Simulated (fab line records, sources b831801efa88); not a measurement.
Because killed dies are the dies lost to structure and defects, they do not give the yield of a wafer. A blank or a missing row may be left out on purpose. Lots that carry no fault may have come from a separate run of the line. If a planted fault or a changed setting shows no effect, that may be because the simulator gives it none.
What tool caused it? -- flow gf180mcu -- 13 lots with 39 wafers sampled at 4 steps, on a route of 602 steps

## WHAT THE GAUGES READ, wafer by wafer
GF_TOP_METAL_OVL_MEAS_15.
lot,measured,on,TOP_METAL_OVL (nm)
L914,day 28 02:44,overlay-01,-1.6 -1.4 -2.0
L915,day 28 16:11,overlay-02,-4.0 -1.9 -3.0
L916,day 28 17:41,overlay-02,-3.4 -4.0 -4.4
L917,day 29 01:42,overlay-01,-5.1 -4.0 -1.9
L918,day 29 12:49,overlay-02,1.0 0.1 0.2
L919,day 29 16:17,overlay-02,-0.6 -2.4 -1.1
L921,day 30 12:47,overlay-01,-2.5 0.3 -0.6
L923,day 30 16:50,overlay-01,1.0 -1.0 0.0
L922,day 30 18:04,overlay-02,-1.2 -0.6 -1.4
L924,day 31 06:38,overlay-01,-3.0 -1.4 -1.0
L929,day 32 16:49,overlay-01,-1.5 -1.0 -0.8
L936,day 34 04:11,overlay-02,-2.3 -2.8 -1.9
L937,day 34 05:41,overlay-01,1.3 -1.6 -1.2

## WHAT TOOL EACH LOT RAN ON (gives the tool, then ch and the chambers of the sampled wafers, and finally the start)
lot,GF_V5_SPUTTER_21,GF_V5_CVD_23,GF_TOP_METAL_SPUTTER_00
L914,"pvd-sputter-04, day 27 06:28","cvd-w-01 ch 0,1, day 27 06:34","pvd-sputter-03, day 27 07:09"
L915,"pvd-sputter-02, day 27 19:37","cvd-w-01 ch 0,1, day 27 19:43","pvd-sputter-03, day 27 20:19"
L916,"pvd-sputter-04, day 27 21:47","cvd-w-02 ch 0,1, day 27 21:56","pvd-sputter-01, day 27 22:29"
L917,"pvd-sputter-03, day 28 04:56","cvd-w-02 ch 0,1, day 28 05:02","pvd-sputter-03, day 28 05:38"
L918,"pvd-sputter-04, day 28 16:45","cvd-w-01 ch 0,1, day 28 16:51","pvd-sputter-04, day 28 17:26"
L919,"pvd-sputter-04, day 28 20:24","cvd-w-01 ch 0,1, day 28 20:30","pvd-sputter-03, day 28 21:05"
L921,"pvd-sputter-03, day 29 17:24","cvd-w-01 ch 0,1, day 29 17:30","pvd-sputter-01, day 29 18:05"
L923,"pvd-sputter-03, day 29 21:30","cvd-w-02 ch 0,1, day 29 21:38","pvd-sputter-01, day 29 22:23"
L922,"pvd-sputter-02, day 29 23:03","cvd-w-02 ch 0,1, day 29 23:09","pvd-sputter-03, day 29 23:44"
L924,"pvd-sputter-04, day 30 11:31","cvd-w-01 ch 0,1, day 30 11:37","pvd-sputter-03, day 30 12:17"
L929,"pvd-sputter-04, day 31 23:17","cvd-w-02 ch 0,1, day 31 23:23","pvd-sputter-03, day 31 23:58"
L936,"pvd-sputter-04, day 33 12:02","cvd-w-01 ch 1, day 33 12:08","pvd-sputter-03, day 33 12:44"
L937,"pvd-sputter-04, day 33 13:18","cvd-w-01 ch 0,1, day 33 13:24","pvd-sputter-03, day 33 13:59"
- GF_V5_SPUTTER_21: material Ti, target thk 15 nm, time 80.02 s.
- GF_V5_CVD_23: deposits W, target thk 350 nm, time 104.9 s.
- GF_TOP_METAL_SPUTTER_00: material Ti, target thk 37.5 nm, time 150 s.

## AS READ BY THE TOOLS THEMSELVES (means over the sampled wafers that have a number; for cases with no such wafer, the mark the record gives instead)
GF_V5_SPUTTER_21.
lot,tool,throttle-valve-pct (%)
L914,pvd-sputter-04,29.8
L915,pvd-sputter-02,28.8
L916,pvd-sputter-04,30.1
L917,pvd-sputter-03,29.5
L918,pvd-sputter-04,30.1
L919,pvd-sputter-04,30.2
L921,pvd-sputter-03,29.7
L923,pvd-sputter-03,29.8
L922,pvd-sputter-02,28.2
L924,pvd-sputter-04,30.2
L929,pvd-sputter-04,30.1
L936,pvd-sputter-04,30.2
L937,pvd-sputter-04,30.2

GF_V5_CVD_23.
lot,tool,heater-power-outer-w (W),heater-power-w (W)
L914,cvd-w-01,498,796
L915,cvd-w-01,496,814
L916,cvd-w-02,518,795
L917,cvd-w-02,519,789
L918,cvd-w-01,494,815
L919,cvd-w-01,495,819
L921,cvd-w-01,500,809
L923,cvd-w-02,461,752
L922,cvd-w-02,465,766
L924,cvd-w-01,491,818
L929,cvd-w-02,466,758
L936,cvd-w-01,514,850
L937,cvd-w-01,498,812

GF_TOP_METAL_SPUTTER_00.
lot,tool,throttle-valve-pct (%)
L914,pvd-sputter-03,29.6
L915,pvd-sputter-03,29.9
L916,pvd-sputter-01,30.9
L917,pvd-sputter-03,29.5
L918,pvd-sputter-04,30.4
L919,pvd-sputter-03,29.4
L921,pvd-sputter-01,29.4
L923,pvd-sputter-01,29.4
L922,pvd-sputter-03,29.5
L924,pvd-sputter-03,29.7
L929,pvd-sputter-03,29.8
L936,pvd-sputter-03,29.5
L937,pvd-sputter-03,29.3

## THE ANSWER, worked out from the rows above alone
Rule: the usual values come from the lots themselves. Put in order of their means at a reading, lots are off if they are a third of the lots or fewer, leave a main group of 4 or more, and stand apart from it by a gap of 3 or more times the standard deviation of the main group's means; of several such gaps the widest counts. The tables above print the reading to a certain number of digits; a main group whose means all agree to those digits is not used. A lot without any number at a reading at which 4 lots or more have one is off too. Where the step has rows for the other lots, those lots are counted as sound. First the gauges in route order, then the tools' own readings, where a lot's mean is used as printed above. The first step at which some lot is off is used, and at that step the reading that is off furthest; a lot without a number counts as furthest.
Nothing can be told from this: no lot is off at any reading shown.

## WHAT HAD BEEN PUT IN BY THE SIMULATOR
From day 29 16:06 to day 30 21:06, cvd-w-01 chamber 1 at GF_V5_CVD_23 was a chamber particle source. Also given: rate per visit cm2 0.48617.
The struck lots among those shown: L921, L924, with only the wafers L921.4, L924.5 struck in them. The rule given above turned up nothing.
